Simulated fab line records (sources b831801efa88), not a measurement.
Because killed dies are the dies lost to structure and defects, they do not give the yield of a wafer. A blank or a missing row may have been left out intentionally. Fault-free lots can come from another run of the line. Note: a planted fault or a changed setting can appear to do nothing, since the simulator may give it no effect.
fab line records :: flow gf180mcu
[record]
  lots = 7
  wafers = 21
  last_day = 33
route steps=602 shown V3@430
lots that met no fault: from a run of the same line without faults
start_h: start of the lot's first displayed wafer, in hours after the record's first day :: wait_h: hours from the lot's prior step to this one :: " repeats the value in the row above :: L1.1+2: a row that stands for several wafers :: - no value, or no start given :: * or withheld: withheld :: < > ~ a bound
route shown NAME@n: NAME is a module with steps in the file, n the number in the route of the first one :: usual: the fault-free wafers' mean and standard deviation :: same: alike in all rows :: chamber/n: place in a boat :: sites: readings site by site :: _std_site: standard deviation across them :: _edge_site: mean of outer sites minus mean of inner sites :: radius_mm: for every site, how far away it sits from the centre of the wafer :: mask NAME#n: copy n :: behind: the tool/chamber that last shaped the wafer :: hold: what put the lot on hold/how long, in hours/how the hold closed :: device: whichever transistor did not switch (one of n, p or np) :: end of line: tests run on the same wafers once the route is complete :: for a step that has no rows: nothing shown but its recipe :: killed: not the wafer's yield, but the dies lost to structure and defects at the first sort :: map: a wafer's dies, x killed, . not, _ none there
set.NAME: the setting the step ran with; set.NAME@STEP: the setting that earlier step ran with :: model.NAME: the simulator's own value behind a step, which no gauge read
certain route steps with their lots: each step a table, each wafer a row
services: when a tool's chamber went out of use (start_h, in hours from the record's first day, below 0 if earlier), for how many hours, and the reason
[[steps]]
[step GF_V3_THK_MEAS_01]
[recipe]
  reads = SiO2_of_V3_CVD_00
[usual]
  V3_CVD_00_THK = 602/5.7
lot.wafer: L711.1
tool: film_metro-01
chamber: -
start_h: 515.89
wait_h: 0.0
V3_CVD_00_THK[nm]: 608

lot.wafer: L711.4
tool: film_metro-01
chamber: -
start_h: 515.89
wait_h: 0.0
V3_CVD_00_THK[nm]: 603

lot.wafer: L711.5
tool: film_metro-01
chamber: -
start_h: 515.89
wait_h: 0.0
V3_CVD_00_THK[nm]: 610

lot.wafer: L717.2
tool: film_metro-03
chamber: -
start_h: 567.79
wait_h: 0.0
V3_CVD_00_THK[nm]: 605

lot.wafer: L717.4
tool: film_metro-03
chamber: -
start_h: 567.79
wait_h: 0.0
V3_CVD_00_THK[nm]: 602

lot.wafer: L717.5
tool: film_metro-03
chamber: -
start_h: 567.79
wait_h: 0.0
V3_CVD_00_THK[nm]: 612

lot.wafer: L724.1
tool: film_metro-01
chamber: -
start_h: 623.17
wait_h: 0.0
V3_CVD_00_THK[nm]: 597

lot.wafer: L724.4
tool: film_metro-01
chamber: -
start_h: 623.17
wait_h: 0.0
V3_CVD_00_THK[nm]: 595

lot.wafer: L724.6
tool: film_metro-01
chamber: -
start_h: 623.17
wait_h: 0.0
V3_CVD_00_THK[nm]: 595

lot.wafer: L725.2
tool: film_metro-01
chamber: -
start_h: 628.20
wait_h: 0.0
V3_CVD_00_THK[nm]: 600

lot.wafer: L725.3
tool: film_metro-01
chamber: -
start_h: 628.20
wait_h: 0.0
V3_CVD_00_THK[nm]: 600

lot.wafer: L725.6
tool: film_metro-01
chamber: -
start_h: 628.20
wait_h: 0.0
V3_CVD_00_THK[nm]: 601

lot.wafer: L726.4
tool: film_metro-03
chamber: -
start_h: 637.54
wait_h: 0.0
V3_CVD_00_THK[nm]: 603

lot.wafer: L726.5
tool: film_metro-03
chamber: -
start_h: 637.54
wait_h: 0.0
V3_CVD_00_THK[nm]: 603

lot.wafer: L726.6
tool: film_metro-03
chamber: -
start_h: 637.54
wait_h: 0.0
V3_CVD_00_THK[nm]: 599

lot.wafer: L727.1
tool: film_metro-04
chamber: -
start_h: 643.89
wait_h: 0.0
V3_CVD_00_THK[nm]: 604

lot.wafer: L727.3
tool: film_metro-04
chamber: -
start_h: 643.89
wait_h: 0.0
V3_CVD_00_THK[nm]: 612

lot.wafer: L727.6
tool: film_metro-04
chamber: -
start_h: 643.89
wait_h: 0.0
V3_CVD_00_THK[nm]: 608

lot.wafer: L728.1
tool: film_metro-04
chamber: -
start_h: 654.14
wait_h: 0.0
V3_CVD_00_THK[nm]: 598

lot.wafer: L728.4
tool: film_metro-04
chamber: -
start_h: 654.14
wait_h: 0.0
V3_CVD_00_THK[nm]: 594

lot.wafer: L728.6
tool: film_metro-04
chamber: -
start_h: 654.14
wait_h: 0.0
V3_CVD_00_THK[nm]: 598
[step GF_V3_CVD_02]
[recipe]
  material = SiO2
  target_thk_nm = 850
  precursor = TEOS
  temp_c = 400
  time_s = 94.851
  rf_w = 600
[usual]
  heater_power_outer_w = 388/68
  heater_power_w = 663/99
lot.wafer: L711.1
tool: pecvd-04
chamber: 1
start_h: 515.95
wait_h: 0.1
heater_power_outer_w: 526
heater_power_w: 856

lot.wafer: L711.4
tool: pecvd-04
chamber: 1
start_h: 515.95
wait_h: 0.1
heater_power_outer_w: 552
heater_power_w: 913

lot.wafer: L711.5
tool: pecvd-04
chamber: 2
start_h: 515.95
wait_h: 0.1
heater_power_outer_w: 480
heater_power_w: 862

lot.wafer: L717.2
tool: pecvd-04
chamber: 2
start_h: 567.84
wait_h: 0.0
heater_power_outer_w: 452
heater_power_w: 785

lot.wafer: L717.4
tool: pecvd-04
chamber: 1
start_h: 567.84
wait_h: 0.0
heater_power_outer_w: 485
heater_power_w: 794

lot.wafer: L717.5
tool: pecvd-04
chamber: 0
start_h: 567.84
wait_h: 0.0
heater_power_outer_w: 377
heater_power_w: 633

lot.wafer: L724.1
tool: pecvd-04
chamber: 2
start_h: 623.23
wait_h: 0.1
heater_power_outer_w: 422
heater_power_w: 765

lot.wafer: L724.4
tool: pecvd-04
chamber: 1
start_h: 623.23
wait_h: 0.1
heater_power_outer_w: 505
heater_power_w: 815

lot.wafer: L724.6
tool: pecvd-04
chamber: 2
start_h: 623.23
wait_h: 0.1
heater_power_outer_w: 449
heater_power_w: 800

lot.wafer: L725.2
tool: pecvd-04
chamber: 0
start_h: 628.25
wait_h: 0.0
heater_power_outer_w: 383
heater_power_w: 657

lot.wafer: L725.3
tool: pecvd-04
chamber: 2
start_h: 628.25
wait_h: 0.0
heater_power_outer_w: 461
heater_power_w: 827

lot.wafer: L725.6
tool: pecvd-04
chamber: 1
start_h: 628.25
wait_h: 0.0
heater_power_outer_w: 375
heater_power_w: 672

lot.wafer: L726.4
tool: pecvd-02
chamber: 0
start_h: 637.61
wait_h: 0.1
heater_power_outer_w: 267
heater_power_w: 488

lot.wafer: L726.5
tool: pecvd-02
chamber: 2
start_h: 637.61
wait_h: 0.1
heater_power_outer_w: 319
heater_power_w: 568

lot.wafer: L726.6
tool: pecvd-02
chamber: 1
start_h: 637.61
wait_h: 0.1
heater_power_outer_w: 301
heater_power_w: 549

lot.wafer: L727.1
tool: pecvd-04
chamber: 2
start_h: 643.95
wait_h: 0.1
heater_power_outer_w: 435
heater_power_w: 799

lot.wafer: L727.3
tool: pecvd-04
chamber: 1
start_h: 643.95
wait_h: 0.1
heater_power_outer_w: 481
heater_power_w: 833

lot.wafer: L727.6
tool: pecvd-04
chamber: 2
start_h: 643.95
wait_h: 0.1
heater_power_outer_w: 457
heater_power_w: 851

lot.wafer: L728.1
tool: pecvd-02
chamber: 1
start_h: 654.20
wait_h: 0.1
heater_power_outer_w: 381
heater_power_w: 676

lot.wafer: L728.4
tool: pecvd-02
chamber: 0
start_h: 654.20
wait_h: 0.1
heater_power_outer_w: 359
heater_power_w: 624

lot.wafer: L728.6
tool: pecvd-02
chamber: 1
start_h: 654.20
wait_h: 0.1
heater_power_outer_w: 305
heater_power_w: 552
[step GF_V3_THK_MEAS_03]
[recipe]
  reads = SiO2_of_V3_CVD_02
[usual]
  V3_CVD_02_THK = 846/9.9
lot.wafer: L711.1
tool: film_metro-04
chamber: -
start_h: 516.02
wait_h: 0.0
V3_CVD_02_THK[nm]: 832

lot.wafer: L711.4
tool: film_metro-04
chamber: -
start_h: 516.02
wait_h: 0.0
V3_CVD_02_THK[nm]: 847

lot.wafer: L711.5
tool: film_metro-04
chamber: -
start_h: 516.02
wait_h: 0.0
V3_CVD_02_THK[nm]: 838

lot.wafer: L717.2
tool: film_metro-01
chamber: -
start_h: 567.92
wait_h: 0.0
V3_CVD_02_THK[nm]: 843

lot.wafer: L717.4
tool: film_metro-01
chamber: -
start_h: 567.92
wait_h: 0.0
V3_CVD_02_THK[nm]: 845

lot.wafer: L717.5
tool: film_metro-01
chamber: -
start_h: 567.92
wait_h: 0.0
V3_CVD_02_THK[nm]: 845

lot.wafer: L724.1
tool: film_metro-04
chamber: -
start_h: 623.30
wait_h: 0.0
V3_CVD_02_THK[nm]: 836

lot.wafer: L724.4
tool: film_metro-04
chamber: -
start_h: 623.30
wait_h: 0.0
V3_CVD_02_THK[nm]: 853

lot.wafer: L724.6
tool: film_metro-04
chamber: -
start_h: 623.30
wait_h: 0.0
V3_CVD_02_THK[nm]: 838

lot.wafer: L725.2
tool: film_metro-01
chamber: -
start_h: 628.33
wait_h: 0.0
V3_CVD_02_THK[nm]: 856

lot.wafer: L725.3
tool: film_metro-01
chamber: -
start_h: 628.33
wait_h: 0.0
V3_CVD_02_THK[nm]: 846

lot.wafer: L725.6
tool: film_metro-01
chamber: -
start_h: 628.33
wait_h: 0.0
V3_CVD_02_THK[nm]: 857

lot.wafer: L726.4
tool: film_metro-03
chamber: -
start_h: 637.67
wait_h: 0.0
V3_CVD_02_THK[nm]: 865

lot.wafer: L726.5
tool: film_metro-03
chamber: -
start_h: 637.67
wait_h: 0.0
V3_CVD_02_THK[nm]: 858

lot.wafer: L726.6
tool: film_metro-03
chamber: -
start_h: 637.67
wait_h: 0.0
V3_CVD_02_THK[nm]: 860

lot.wafer: L727.1
tool: film_metro-01
chamber: -
start_h: 644.02
wait_h: 0.0
V3_CVD_02_THK[nm]: 852

lot.wafer: L727.3
tool: film_metro-01
chamber: -
start_h: 644.02
wait_h: 0.0
V3_CVD_02_THK[nm]: 838

lot.wafer: L727.6
tool: film_metro-01
chamber: -
start_h: 644.02
wait_h: 0.0
V3_CVD_02_THK[nm]: 857

lot.wafer: L728.1
tool: film_metro-03
chamber: -
start_h: 654.27
wait_h: 0.0
V3_CVD_02_THK[nm]: 840

lot.wafer: L728.4
tool: film_metro-03
chamber: -
start_h: 654.27
wait_h: 0.0
V3_CVD_02_THK[nm]: 847

lot.wafer: L728.6
tool: film_metro-03
chamber: -
start_h: 654.27
wait_h: 0.0
V3_CVD_02_THK[nm]: 855
[step GF_V3_CMP_04]
[recipe]
  material = SiO2
  down_force_psi = 4
  platen_rpm = 60
  pad_velocity_m_s = 0.94248
[usual]
  motor_current_A = 11.6/1.1
  time_to_endpoint_s = 79/5
lot.wafer: L711.1
tool: cmp-01
chamber: 0
start_h: 516.08
wait_h: 0.1
motor_current_A: 11.7
time_to_endpoint_s: 80

lot.wafer: L711.4
tool: cmp-01
chamber: 2
start_h: 516.08
wait_h: 0.1
motor_current_A: 12.4
time_to_endpoint_s: 80

lot.wafer: L711.5
tool: cmp-01
chamber: 1
start_h: 516.08
wait_h: 0.1
motor_current_A: 11.8
time_to_endpoint_s: 77

lot.wafer: L717.2
tool: cmp-01
chamber: 0
start_h: 568.07
wait_h: 0.1
motor_current_A: 12.2
time_to_endpoint_s: 88

lot.wafer: L717.4
tool: cmp-01
chamber: 1
start_h: 568.07
wait_h: 0.1
motor_current_A: 11.5
time_to_endpoint_s: 86

lot.wafer: L717.5
tool: cmp-01
chamber: 3
start_h: 568.07
wait_h: 0.1
motor_current_A: 10.8
time_to_endpoint_s: 87

lot.wafer: L724.4
tool: cmp-02
chamber: 1
start_h: 623.41
wait_h: 0.1
motor_current_A: 10.1
time_to_endpoint_s: 81

lot.wafer: L724.1
tool: cmp-02
chamber: 2
start_h: 623.41
wait_h: 0.1
motor_current_A: 13.5
time_to_endpoint_s: 73

lot.wafer: L724.6
tool: cmp-02
chamber: 0
start_h: 623.41
wait_h: 0.1
motor_current_A: 10.6
time_to_endpoint_s: 74

lot.wafer: L725.2
tool: cmp-02
chamber: 0
start_h: 628.43
wait_h: 0.1
motor_current_A: 10.5
time_to_endpoint_s: 79

lot.wafer: L725.3
tool: cmp-02
chamber: 1
start_h: 628.43
wait_h: 0.1
motor_current_A: 9.9
time_to_endpoint_s: 75

lot.wafer: L725.6
tool: cmp-02
chamber: 3
start_h: 628.43
wait_h: 0.1
motor_current_A: 12.1
time_to_endpoint_s: 77

lot.wafer: L726.4
tool: cmp-01
chamber: 2
start_h: 637.85
wait_h: 0.2
motor_current_A: 11.4
time_to_endpoint_s: 89

lot.wafer: L726.6
tool: cmp-01
chamber: 3
start_h: 637.85
wait_h: 0.2
motor_current_A: 11.3
time_to_endpoint_s: 88

lot.wafer: L726.5
tool: cmp-01
chamber: 0
start_h: 637.85
wait_h: 0.2
motor_current_A: 12.6
time_to_endpoint_s: 89

lot.wafer: L727.3
tool: cmp-01
chamber: 1
start_h: 644.13
wait_h: 0.1
motor_current_A: 12.0
time_to_endpoint_s: 73

lot.wafer: L727.1
tool: cmp-01
chamber: 2
start_h: 644.13
wait_h: 0.1
motor_current_A: 12.2
time_to_endpoint_s: 81

lot.wafer: L727.6
tool: cmp-01
chamber: 1
start_h: 644.13
wait_h: 0.1
motor_current_A: 11.9
time_to_endpoint_s: 81

lot.wafer: L728.1
tool: cmp-02
chamber: 2
start_h: 654.33
wait_h: 0.1
motor_current_A: 13.5
time_to_endpoint_s: 74

lot.wafer: L728.4
tool: cmp-02
chamber: 0
start_h: 654.33
wait_h: 0.1
motor_current_A: 10.9
time_to_endpoint_s: 81

lot.wafer: L728.6
tool: cmp-02
chamber: 3
start_h: 654.33
wait_h: 0.1
motor_current_A: 11.2
time_to_endpoint_s: 78
[step GF_V3_BOW_MEAS_05]
[recipe]
  mode = bow
[usual]
  V3_BOW = 119/9.2
lot.wafer: L711.1
tool: film_metro-01
chamber: -
start_h: 516.38
wait_h: 0.2
V3_BOW[um]: 114

lot.wafer: L711.4
tool: film_metro-01
chamber: -
start_h: 516.38
wait_h: 0.2
V3_BOW[um]: 116

lot.wafer: L711.5
tool: film_metro-01
chamber: -
start_h: 516.38
wait_h: 0.2
V3_BOW[um]: 118

lot.wafer: L717.2
tool: film_metro-01
chamber: -
start_h: 568.29
wait_h: 0.2
V3_BOW[um]: 109

lot.wafer: L717.4
tool: film_metro-01
chamber: -
start_h: 568.29
wait_h: 0.2
V3_BOW[um]: 109

lot.wafer: L717.5
tool: film_metro-01
chamber: -
start_h: 568.29
wait_h: 0.2
V3_BOW[um]: 124

lot.wafer: L724.1
tool: film_metro-01
chamber: -
start_h: 623.66
wait_h: 0.1
V3_BOW[um]: 110

lot.wafer: L724.4
tool: film_metro-01
chamber: -
start_h: 623.66
wait_h: 0.1
V3_BOW[um]: 119

lot.wafer: L724.6
tool: film_metro-01
chamber: -
start_h: 623.66
wait_h: 0.1
V3_BOW[um]: 112

lot.wafer: L725.2
tool: film_metro-03
chamber: -
start_h: 628.70
wait_h: 0.2
V3_BOW[um]: 111

lot.wafer: L725.3
tool: film_metro-03
chamber: -
start_h: 628.70
wait_h: 0.2
V3_BOW[um]: 100

lot.wafer: L725.6
tool: film_metro-03
chamber: -
start_h: 628.70
wait_h: 0.2
V3_BOW[um]: 109

lot.wafer: L726.4
tool: film_metro-01
chamber: -
start_h: 638.06
wait_h: 0.2
V3_BOW[um]: 120

lot.wafer: L726.5
tool: film_metro-01
chamber: -
start_h: 638.06
wait_h: 0.2
V3_BOW[um]: 123

lot.wafer: L726.6
tool: film_metro-01
chamber: -
start_h: 638.06
wait_h: 0.2
V3_BOW[um]: 124

lot.wafer: L727.1
tool: film_metro-03
chamber: -
start_h: 644.38
wait_h: 0.1
V3_BOW[um]: 119

lot.wafer: L727.3
tool: film_metro-03
chamber: -
start_h: 644.38
wait_h: 0.1
V3_BOW[um]: 125

lot.wafer: L727.6
tool: film_metro-03
chamber: -
start_h: 644.38
wait_h: 0.1
V3_BOW[um]: 115

lot.wafer: L728.1
tool: film_metro-04
chamber: -
start_h: 654.63
wait_h: 0.2
V3_BOW[um]: 116

lot.wafer: L728.4
tool: film_metro-04
chamber: -
start_h: 654.63
wait_h: 0.2
V3_BOW[um]: 118

lot.wafer: L728.6
tool: film_metro-04
chamber: -
start_h: 654.63
wait_h: 0.2
V3_BOW[um]: 119
[step GF_V3_DEHYDRATE_06]
[recipe]
  temp_c = 200
  time_s = 60
[step GF_V3_HMDS_07]
[recipe]
  prime_time_s = 60
  prime_temp_c = 120
[step GF_V3_COAT_08]
[recipe]
  resist = BARC
  temp_c = withheld
  time_s = withheld
  spin_rpm = withheld
  resist_thk_nm = withheld
[step GF_V3_COAT_09]
[recipe]
  resist = KrF
  spin_rpm = withheld
  resist_thk_nm = 1000
[step GF_V3_SOFTBAKE_10]
[recipe]
  temp_c = 130
  time_s = 60
  resist = KrF
[step GF_V3_EXPOSE_11]
[recipe]
  mask_id = Via3
  target_cd_nm = 260
  na = 0.68
  source_shape = conventional
  sigma_outer = 0.6
  dose_mj = 38
[step GF_V3_PEB_12]
[recipe]
  peb_temp_c = 135
  peb_time_s = 90
  resist = KrF
[step GF_V3_DEVELOP_13]
[recipe]
  develop_time_s = 60
  resist = KrF
  dev_temp_c = 21
[usual]
  chill_plate_temp_C = 23.00/0.11
  develop_time_s = 60/0
lot.wafer: L711.1
tool: litho_track-03
chamber: 0
start_h: 539.20
wait_h: 0.2
chill_plate_temp_C: 23.04
develop_time_s: 60
model.KrF_of_V3_COAT_09.thk_nm: 985

lot.wafer: L711.4
tool: litho_track-03
chamber: 0
start_h: 539.20
wait_h: 0.2
chill_plate_temp_C: 23.06
develop_time_s: 60
model.KrF_of_V3_COAT_09.thk_nm: 985.2

lot.wafer: L711.5
tool: litho_track-03
chamber: 0
start_h: 539.20
wait_h: 0.2
chill_plate_temp_C: 22.98
develop_time_s: 60
model.KrF_of_V3_COAT_09.thk_nm: 982.8

lot.wafer: L717.2
tool: litho_track-04
chamber: 0
start_h: 589.78
wait_h: 0.2
chill_plate_temp_C: 22.98
develop_time_s: 60
model.KrF_of_V3_COAT_09.thk_nm: 986.2

lot.wafer: L717.4
tool: litho_track-04
chamber: 0
start_h: 589.78
wait_h: 0.2
chill_plate_temp_C: 22.90
develop_time_s: 60
model.KrF_of_V3_COAT_09.thk_nm: 988.2

lot.wafer: L717.5
tool: litho_track-04
chamber: 0
start_h: 589.78
wait_h: 0.2
chill_plate_temp_C: 22.93
develop_time_s: 60
model.KrF_of_V3_COAT_09.thk_nm: 985.6

lot.wafer: L724.1
tool: litho_track-03
chamber: -
start_h: 643.20
wait_h: 0.2
chill_plate_temp_C: -
develop_time_s: -
model.KrF_of_V3_COAT_09.thk_nm: 996.6

lot.wafer: L724.4
tool: litho_track-03
chamber: -
start_h: 643.20
wait_h: 0.2
chill_plate_temp_C: -
develop_time_s: -
model.KrF_of_V3_COAT_09.thk_nm: 1001

lot.wafer: L724.6
tool: litho_track-03
chamber: -
start_h: 643.20
wait_h: 0.2
chill_plate_temp_C: -
develop_time_s: -
model.KrF_of_V3_COAT_09.thk_nm: 1003

lot.wafer: L725.2
tool: litho_track-02
chamber: -
start_h: 647.97
wait_h: 0.2
chill_plate_temp_C: -
develop_time_s: -
model.KrF_of_V3_COAT_09.thk_nm: 1002

lot.wafer: L725.3
tool: litho_track-02
chamber: -
start_h: 647.97
wait_h: 0.2
chill_plate_temp_C: -
develop_time_s: -
model.KrF_of_V3_COAT_09.thk_nm: 999.3

lot.wafer: L725.6
tool: litho_track-02
chamber: -
start_h: 647.97
wait_h: 0.2
chill_plate_temp_C: -
develop_time_s: -
model.KrF_of_V3_COAT_09.thk_nm: 1000

lot.wafer: L726.4
tool: litho_track-03
chamber: -
start_h: 657.57
wait_h: 0.1
chill_plate_temp_C: -
develop_time_s: -
model.KrF_of_V3_COAT_09.thk_nm: 1004

lot.wafer: L726.5
tool: litho_track-03
chamber: -
start_h: 657.57
wait_h: 0.1
chill_plate_temp_C: -
develop_time_s: -
model.KrF_of_V3_COAT_09.thk_nm: 1006

lot.wafer: L726.6
tool: litho_track-03
chamber: -
start_h: 657.57
wait_h: 0.1
chill_plate_temp_C: -
develop_time_s: -
model.KrF_of_V3_COAT_09.thk_nm: 1005

lot.wafer: L727.1
tool: litho_track-03
chamber: 0
start_h: 663.50
wait_h: 0.2
chill_plate_temp_C: 23.00
develop_time_s: 60
model.KrF_of_V3_COAT_09.thk_nm: 986.6

lot.wafer: L727.3
tool: litho_track-03
chamber: 0
start_h: 663.50
wait_h: 0.2
chill_plate_temp_C: 23.20
develop_time_s: 60
model.KrF_of_V3_COAT_09.thk_nm: 987.1

lot.wafer: L727.6
tool: litho_track-03
chamber: 0
start_h: 663.50
wait_h: 0.2
chill_plate_temp_C: 23.01
develop_time_s: 60
model.KrF_of_V3_COAT_09.thk_nm: 986.7

lot.wafer: L728.1
tool: litho_track-02
chamber: 0
start_h: 673.60
wait_h: 0.2
chill_plate_temp_C: 23.07
develop_time_s: 60
model.KrF_of_V3_COAT_09.thk_nm: 983.5

lot.wafer: L728.4
tool: litho_track-02
chamber: 0
start_h: 673.60
wait_h: 0.2
chill_plate_temp_C: 23.15
develop_time_s: 60
model.KrF_of_V3_COAT_09.thk_nm: 983.9

lot.wafer: L728.6
tool: litho_track-02
chamber: 0
start_h: 673.60
wait_h: 0.2
chill_plate_temp_C: 23.07
develop_time_s: 60
model.KrF_of_V3_COAT_09.thk_nm: 983.7
[step GF_V3_CD_MEAS_14]
[recipe]
  target_cd_nm = 260
[usual]
  cd_nm = 260.1/1
lot.wafer: L711.1
tool: cd_sem-01
chamber: -
start_h: 539.35
wait_h: 0.1
cd_nm: 259.3

lot.wafer: L711.4
tool: cd_sem-01
chamber: -
start_h: 539.35
wait_h: 0.1
cd_nm: 259.7

lot.wafer: L711.5
tool: cd_sem-01
chamber: -
start_h: 539.35
wait_h: 0.1
cd_nm: 259.8

lot.wafer: L717.2
tool: cd_sem-02
chamber: -
start_h: 589.92
wait_h: 0.1
cd_nm: 259.9

lot.wafer: L717.4
tool: cd_sem-02
chamber: -
start_h: 589.92
wait_h: 0.1
cd_nm: 259.0

lot.wafer: L717.5
tool: cd_sem-02
chamber: -
start_h: 589.92
wait_h: 0.1
cd_nm: 259.8

lot.wafer: L724.1
tool: cd_sem-02
chamber: -
start_h: 643.35
wait_h: 0.1
cd_nm: -

lot.wafer: L724.4
tool: cd_sem-02
chamber: -
start_h: 643.35
wait_h: 0.1
cd_nm: -

lot.wafer: L724.6
tool: cd_sem-02
chamber: -
start_h: 643.35
wait_h: 0.1
cd_nm: -

lot.wafer: L725.2
tool: cd_sem-02
chamber: -
start_h: 648.12
wait_h: 0.1
cd_nm: -

lot.wafer: L725.3
tool: cd_sem-02
chamber: -
start_h: 648.12
wait_h: 0.1
cd_nm: -

lot.wafer: L725.6
tool: cd_sem-02
chamber: -
start_h: 648.12
wait_h: 0.1
cd_nm: -

lot.wafer: L726.4
tool: cd_sem-01
chamber: -
start_h: 657.71
wait_h: 0.1
cd_nm: -

lot.wafer: L726.5
tool: cd_sem-01
chamber: -
start_h: 657.71
wait_h: 0.1
cd_nm: -

lot.wafer: L726.6
tool: cd_sem-01
chamber: -
start_h: 657.71
wait_h: 0.1
cd_nm: -

lot.wafer: L727.1
tool: cd_sem-02
chamber: -
start_h: 663.65
wait_h: 0.1
cd_nm: 261.6

lot.wafer: L727.3
tool: cd_sem-02
chamber: -
start_h: 663.65
wait_h: 0.1
cd_nm: 260.3

lot.wafer: L727.6
tool: cd_sem-02
chamber: -
start_h: 663.65
wait_h: 0.1
cd_nm: 260.3

lot.wafer: L728.1
tool: cd_sem-02
chamber: -
start_h: 673.75
wait_h: 0.1
cd_nm: 260.9

lot.wafer: L728.4
tool: cd_sem-02
chamber: -
start_h: 673.75
wait_h: 0.1
cd_nm: 260.5

lot.wafer: L728.6
tool: cd_sem-02
chamber: -
start_h: 673.75
wait_h: 0.1
cd_nm: 260.1
[[services]]
tool: cmp-01
chamber: -
start_h: 503.66
hours: 0.5
kind: repair

tool: cmp-02
chamber: -
start_h: 574.07
hours: 4.0
kind: pm

tool: cmp-02
chamber: -
start_h: 578.07
hours: -
kind: consumable_replace:conditioner

tool: cmp-02
chamber: -
start_h: 578.07
hours: -
kind: consumable_replace:pad

tool: pecvd-04
chamber: 2
start_h: 578.25
hours: 14.9
kind: repair

tool: pecvd-04
chamber: -
start_h: 589.60
hours: 1.1
kind: repair

tool: pecvd-04
chamber: -
start_h: 591.12
hours: 14.0
kind: pm

tool: pecvd-04
chamber: 0
start_h: 591.12
hours: 14.0
kind: vent_cycle

tool: pecvd-04
chamber: 1
start_h: 591.12
hours: 14.0
kind: vent_cycle

tool: pecvd-04
chamber: 2
start_h: 591.12
hours: 14.0
kind: vent_cycle

tool: pecvd-04
chamber: 0
start_h: 605.12
hours: -
kind: clean

tool: pecvd-04
chamber: 1
start_h: 605.12
hours: -
kind: clean

tool: pecvd-04
chamber: 2
start_h: 605.12
hours: -
kind: clean

tool: pecvd-02
chamber: 0
start_h: 608.89
hours: 5.7
kind: repair

tool: cmp-02
chamber: -
start_h: 611.19
hours: 5.1
kind: pm

tool: cmp-01
chamber: -
start_h: 626.94
hours: 1.5
kind: repair

tool: cmp-01
chamber: -
start_h: 654.18
hours: 0.4
kind: repair

tool: cmp-01
chamber: -
start_h: 657.25
hours: 1.2
kind: repair
[[key]]
[first_sign]
  step = GF_V3_DEVELOP_13
  reading = tool_record
  direction = missing
effect none on later readings
[model_effect]
  step = GF_V3_DEVELOP_13
  value = KrF_of_V3_COAT_09.thk_nm
  without = 986.9
  struck = 1002
met_at GF_V3_DEVELOP_13
struck_wafers L724.1,L724.4,L724.6,L725.2,L725.3,L725.6,L726.4,L726.5,L726.6
later_rows_left_out L724.1,L724.4,L724.6,L725.2,L725.3,L725.6,L726.4,L726.5,L726.6
sort_left_out L724.1,L724.4,L724.6,L725.2,L725.3,L725.6,L726.4,L726.5,L726.6
onset_between 539.20 643.20
[fault]
  kind = skipped_step_whole
  tool = litho_track-02,litho_track-03
  chamber = -
  onset_h = 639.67
  steps = GF_V3_DEVELOP_13
  scope = struck_lots_only
// sort_left_out: the simulated sort isn't trusted on such a fault, so these wafers' sort isn't shown, and their yield isn't known
// later_rows_left_out: the simulator's readings of these wafers behind a module that went badly wrong aren't trusted and aren't shown, but for the sort
